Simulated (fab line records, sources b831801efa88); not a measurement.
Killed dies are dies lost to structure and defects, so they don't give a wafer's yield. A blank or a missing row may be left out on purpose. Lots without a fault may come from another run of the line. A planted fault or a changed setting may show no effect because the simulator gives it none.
Chamber matching | flow gf180mcu | GF_V3_ETCH_16 on rie_diel-03: 4 sister chambers
The step etches BARC in N2/H2. 7 wafers are shown with their chamber, then 8 later ones without.

WAFERS WITH THEIR CHAMBER
wafer  | chamber | drypump_motor_current_A (A) | throttle_valve_pct (%)
L076.1 | 1       | 6.8                         | 13.215
L082.3 | 0       | 4.8                         | 13.207
L082.6 | 3       | 5.1                         | 13.229
L083.2 | 3       | 5.1                         | 13.224
L083.4 | 0       | 4.8                         | 13.212
L083.6 | 2       | 5.3                         | 13.226
L085.3 | 2       | 5.4                         | 13.219

WAFERS WITHOUT THEIR CHAMBER
wafer  | drypump_motor_current_A (A) | throttle_valve_pct (%)
L085.4 | 4.8                         | 13.235
L085.6 | 5.3                         | 13.236
L088.1 | 4.8                         | 13.219
L088.3 | 5.3                         | 13.211
L088.6 | 5.1                         | 13.234
L093.1 | 6.7                         | 13.251
L093.2 | 5.3                         | 13.218
L093.4 | 4.8                         | 13.230

WHICH CHAMBER EACH WENT THROUGH
wafer  | from the rows above     | in truth
L085.4 | can't be placed: 0 or 3 | 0
L085.6 | can't be placed: 2 or 3 | 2
L088.1 | 0                       | 0
L088.3 | 2                       | 2
L088.6 | 3                       | 3
L093.1 | 1                       | 1
L093.2 | 2                       | 2
L093.4 | 0                       | 0
Placed correctly: 6 of 8. Can't be placed from these rows: 2 (the true chamber is among the candidates in 2). Placed wrongly: 0.
How it was worked out, from the rows above alone: a wafer's distance from a chamber is the root of the sum, over the readings, of the square of ((its reading less the chamber's mean) divided by the reading's scatter). The wafer belongs to the nearest chamber; if the next one is less than 2 further off, it can't be placed. A chamber's mean is the mean of its shown wafers. The scatter: the root of (the sum of the squares of (reading less its chamber's mean) over the shown wafers, divided by (wafers less chambers)).
